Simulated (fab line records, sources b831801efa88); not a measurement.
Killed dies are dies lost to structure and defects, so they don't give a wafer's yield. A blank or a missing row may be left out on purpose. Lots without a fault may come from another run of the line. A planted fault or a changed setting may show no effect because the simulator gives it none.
A struck lot beside a sound one | flow sky130 | 15 steps out of a route of 708
Sound: wafers L346.1, L346.5, L346.6. Struck: wafers L360.1, L360.4, L360.5. The cause comes at the end.
At each step with rows: each side's tool, then ch and its chambers, then its first start. Under that, the readings that differ: sound wafers | struck wafers | difference of the means | sigmas: that difference in standard deviations of wafers without a fault.
alike: readings whose means differ by less than 2 such deviations, and words and numbers that are the same on both sides. not compared: withheld readings, readings that some wafer has no value for, bounds like >300 that may hide the same value, and numbers for which the record gives no deviation and whose values overlap.
The two part at a step that has a row with sigmas, a row that says differs or no value, or rows on one side only. Numbers that don't overlap but have no deviation are shown without sigmas and don't part them. A reading that every wafer of one side lacks parts them only if that side has two wafers or more.

SKY_VIA1_CMP_02: polishes SiO2.
  sound on cmp-01 ch 1,2, day 32 16:31; struck on cmp-01 ch 0,1,2, day 37 15:44
  alike: head_pressure_psi, motor_current_A, retaining_ring_pressure_frac
SKY_VIA1_BOW_MEAS_03:
  sound on film_metro-01, day 32 16:46; struck on film_metro-03, day 37 15:59
  alike: VIA1_BOW
then, 8 steps without rows for these wafers: SKY_VIA1_DEHYDRATE_04 (time 60 s); SKY_VIA1_HMDS_05 (prime time 60 s); SKY_VIA1_COAT_06 (resist thk 60 nm); SKY_VIA1_COAT_07 (resist thk 450 nm); SKY_VIA1_SOFTBAKE_08 (time 90 s); SKY_VIA1_EXPOSE_09 (exposes mask VIM, target cd 150 nm); SKY_VIA1_PEB_10; SKY_VIA1_DEVELOP_11 (develop time 60 s).
SKY_VIA1_CD_MEAS_12: target cd 150 nm.
  sound on cd_sem-01, day 33 19:46; struck on cd_sem-02, day 38 16:58
  alike: cd_nm
SKY_VIA1_OVL_MEAS_13:
  sound on overlay-01, day 33 19:53; struck on overlay-01, day 38 17:05
  reading       | sound     | struck | difference | sigmas
  VIA1_OVL (nm) | -5 -2 -10 | 9 9 8  | +14        | +3
SKY_VIA1_ETCH_14: etches BARC in N2/H2, stops on SiO2, time 45.9 s, target depth 60 nm.
  sound on rie_diel-03 ch 0,1,3, day 33 19:55; struck on rie_diel-03 ch 1,2, day 38 17:07
  reading                                     | sound             | struck            | difference | sigmas
  oes_product_au (a.u.)                       | 0.847 0.857 0.853 | 0.813 0.815 0.815 | -0.038     | -8
  run_length_s (s)                            | 74.6 73.8 73.5    | 79.1 78.5 78.6    | +4.8       | +11
  model.KrF-thick_of_VIA1_COAT_07.thk_nm (nm) | 393.9 394 394.2   | 387.5 387.3 386.3 | -7.0       |
  alike: chamber_pressure_mTorr, drypump_motor_current_A, throttle_valve_pct
  not compared: rf_hours_counter_h
SKY_VIA1_ETCH_15: etches SiO2 in C4F8/O2/Ar, stops on TiN, target depth 351 nm, time 54 s.
  sound on rie_diel-03 ch 0,1,3, day 33 19:58; struck on rie_diel-03 ch 1,2, day 38 17:10
  reading                                     | sound             | struck            | difference | sigmas
  oes_product_au (a.u.)                       | 0.995 0.977 0.990 | 0.966 0.976 0.979 | -0.014     | -2
  model.KrF-thick_of_VIA1_COAT_07.thk_nm (nm) | 323.3 324.6 324.4 | 317.7 317.6 316.2 | -6.9       |
  alike: chamber_pressure_mTorr, run_length_s
  not compared: rf_hours_counter_h
SKY_VIA1_STRIP_16: strips in O2/N2.
  sound on plasma_asher-03 ch 0,1, day 33 20:00; struck on plasma_asher-01 ch 0,1, day 38 17:13
  reading                      | sound             | struck            | difference | sigmas
  strip_time_to_endpoint_s (s) | 4.464 4.490 4.483 | 4.401 4.406 4.388 | -0.081     | -3
  alike: chamber_pressure_mTorr, drypump_motor_current_A, o2_flow_sccm, oes_product_au
  not compared: rf_hours_counter_h

WHERE THEY PART
First at SKY_VIA1_OVL_MEAS_13; last, within this record, at SKY_VIA1_STRIP_16.

WHY: what the simulator had put in
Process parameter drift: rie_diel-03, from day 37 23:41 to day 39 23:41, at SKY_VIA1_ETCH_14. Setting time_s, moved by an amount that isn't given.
